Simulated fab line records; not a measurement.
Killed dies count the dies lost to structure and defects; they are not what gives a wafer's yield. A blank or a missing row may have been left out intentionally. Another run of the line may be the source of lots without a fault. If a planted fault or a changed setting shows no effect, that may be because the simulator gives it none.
Chamber matching | flow sky130 | cmp-01 running SKY_VIA4_CMP_02: 4 sister chambers
The step polishes SiO2. 4 wafers are shown with their chamber, then 7 later ones without.

== EACH WAFER AND ITS CHAMBER ==
wafer  | chamber | motor_current_A (A)
L869.6 | 0       | 12.3
L875.2 | 1       | 12.2
L879.2 | 2       | 14.6
L879.4 | 3       | 13.3

== WAFERS WHOSE CHAMBER IS MISSING ==
wafer  | motor_current_A (A)
L879.6 | 10.9
L884.2 | 11.7
L884.4 | 15.2
L884.6 | 13.3
L885.1 | 11.3
L885.3 | 12.6
L885.4 | 15.8

== EACH ONE'S CHAMBER ==
wafer  | from the rows above               | in truth
L879.6 | can't be placed: 1 or 0 or 3      | 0
L884.2 | can't be placed: 1 or 0 or 3      | 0
L884.4 | can't be placed: 2 or 3           | 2
L884.6 | can't be placed: 3 or 0 or 1 or 2 | 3
L885.1 | can't be placed: 1 or 0 or 3      | 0
L885.3 | can't be placed: 0 or 1 or 3      | 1
L885.4 | can't be placed: 2 or 3           | 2
Placed correctly: 0 of 7. Can't be placed from these rows: 7 (the true chamber is among the candidates in 7). 0 placed wrongly.
How it was worked out, from the rows above alone: a wafer's distance from a chamber is the root of the sum, over the readings, of the square of ((its reading less the chamber's mean) divided by the reading's scatter). If the next closest chamber is less than 2 further off than the closest, the wafer can't be placed; otherwise it belongs to the closest. The mean given for a chamber averages the wafers shown for that chamber. The scatter: root of mean squared gap, hidden wafer to nearest shown wafer, with one shown wafer a chamber.
